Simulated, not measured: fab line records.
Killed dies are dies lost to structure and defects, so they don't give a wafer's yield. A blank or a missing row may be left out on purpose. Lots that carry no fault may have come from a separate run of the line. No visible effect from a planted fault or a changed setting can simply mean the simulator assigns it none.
A struck lot beside a sound one -- flow sky130 -- 16 out of 708 route steps
Sound: wafers L509.1, L509.2, L509.4. Struck: wafers L523.2, L523.3. (L523.5 of the same lot was not struck and is left out.) The cause comes at the end.
Order at every step that has rows: each side's tool, ch and its chambers, its first start. Under that, the readings that differ: sound wafers -- struck wafers -- difference of the means -- sigmas: that difference in standard deviations of wafers without a fault.
alike: a reading whose means differ by less than 2 such deviations, as well as words and numbers matching on both sides. not compared: withheld readings; readings where some wafer has no value; bounds like >300 that might hide an equal value; numbers whose values overlap and for which the record gives no deviation.
A row with sigmas, a row that says differs or no value, or rows on one side alone: a step with any of these is where the two part. Numbers that have no deviation but don't overlap get no sigmas and don't part them. A reading that every wafer of one side lacks parts them only if that side has two wafers or more.

first, 7 steps without rows for these wafers: SKY_METAL3_HMDS_06 (prime time 60 s); SKY_METAL3_COAT_07 (resist thk 60 nm); SKY_METAL3_COAT_08 (resist thk 1140 nm); SKY_METAL3_SOFTBAKE_09 (time 90 s); SKY_METAL3_EXPOSE_10 (exposes mask MM3, target cd 300 nm); SKY_METAL3_PEB_11; SKY_METAL3_DEVELOP_12 (develop time 60 s).
SKY_METAL3_CD_MEAS_13 targets a cd of 300 nm.
  sound: cd_sem-01 at day 39 13:29; struck: cd_sem-01 at day 43 19:26
reading,sound,struck,difference,sigmas
cd_nm (nm),302.6 301.8 302.4,299.3 299.3,-3.0,-2
SKY_METAL3_OVL_MEAS_14:
  sound: overlay-02 at day 39 13:37; struck: overlay-01 at day 43 19:32
  alike: METAL3_OVL
SKY_METAL3_DESCUM_15: chemistry O2, time 8 s.
  sound on rie_metal-03 ch 0,1, day 39 13:38; struck on rie_metal-03 ch 0,1, day 43 19:34
  alike: drypump_motor_current_A, oes_product_au
  not compared: rf_hours_counter_h
SKY_METAL3_ETCH_16: etches BARC in N2/H2, stops on SiO2, time 88.2 s, target depth 60 nm.
  sound on rie_metal-03 ch 0,1, day 39 13:41; struck on rie_metal-03 ch 0,1, day 43 19:35
  alike: drypump_motor_current_A, oes_product_au, throttle_valve_pct
  not compared: rf_hours_counter_h
SKY_METAL3_ETCH_17: etches SiO2 in C4F8/O2/Ar, stops on TiN, time 3.9 s, target depth 15 nm.
  sound on rie_diel-02 ch 1,2,3, day 39 13:46; struck on rie_diel-01 ch 0,1, day 43 19:41
  alike: oes_product_au
  not compared: rf_hours_counter_h
SKY_METAL3_METAL_ETCH_18: etches the open film in Cl2/BCl3, stops on SiO2, target depth 845 nm, time 183.1 s.
  sound on rie_metal-02 ch 0,1, day 39 13:47; struck on rie_metal-02 ch 1, day 43 19:43
reading,sound,struck,difference,sigmas
model.KrF-thick_of_METAL3_COAT_08.thk_nm (nm),519.6 530 519.2,649.2 648.3,+125.8,
model.etch.depth_nm (nm),872.8 871.1 866.4,855.1 852.6,-16.2,
model.METAL3.feature_depth_nm (nm),872.8 871.1 866.4,855.1 852.6,-16.2,
  alike: drypump_motor_current_A, oes_product_au, throttle_valve_pct
  not compared: rf_hours_counter_h
SKY_METAL3_STRIP_19: strips in O2/N2.
  sound on plasma_asher-04 ch 0,1, day 39 13:58; struck on plasma_asher-03 ch 1, day 43 19:53
reading,sound,struck,difference,sigmas
oes_product_au (a.u.),0.492 0.502 0.495,0.558 0.544,+0.055,+10
strip_time_to_endpoint_s (s),6.47 6.56 6.48,7.75 7.72,+1.23,+16
  alike: drypump_motor_current_A
  not compared: rf_hours_counter_h
then, 1 step without rows for these wafers: SKY_METAL3_STRIP_20 (strips in post etch residue remover, time 1200 s).
-- the record jumps here: 6 days lie between the struck wafers' starts before and after (it left off in module METAL3 and takes up again in module PAD_OPEN, whose first step shown is number 708 of the route) --
SKY_PAD_OPEN_PROBE_99:
  sound: prober-01 at day 46 14:43; struck: prober-01 at day 50 01:13
reading,sound,struck,difference,sigmas
defect_limited_yield (%),85.8 82.1 85.2,24.0 14.2,-65.3,-34
killed_at_M0_to_M3,38 44 35,322 384,+314,+43
killed_dies,70 88 73,374 422,+321,+34
killed_on_rim,17 18 11,55 68,+46,+12
sort_bin_5_function (%),8.1 10.0 10.0,67.7 79.1,+64.0,+43
sort_n_pass,422 404 419,118 70,-321,-34
sort_yield_pct (%),85.8 82.1 85.2,24.0 14.2,-65.3,-34
  alike: killed_at_M4_up, killed_at_contacts, killed_at_front_end, killed_at_other, killed_open, killed_short, sort_bin_3_pad_short, sort_bin_6_memory

WHERE THEY PART
First at SKY_METAL3_CD_MEAS_13; last, within this record, at SKY_PAD_OPEN_PROBE_99.

WHY: whatever the simulator had introduced
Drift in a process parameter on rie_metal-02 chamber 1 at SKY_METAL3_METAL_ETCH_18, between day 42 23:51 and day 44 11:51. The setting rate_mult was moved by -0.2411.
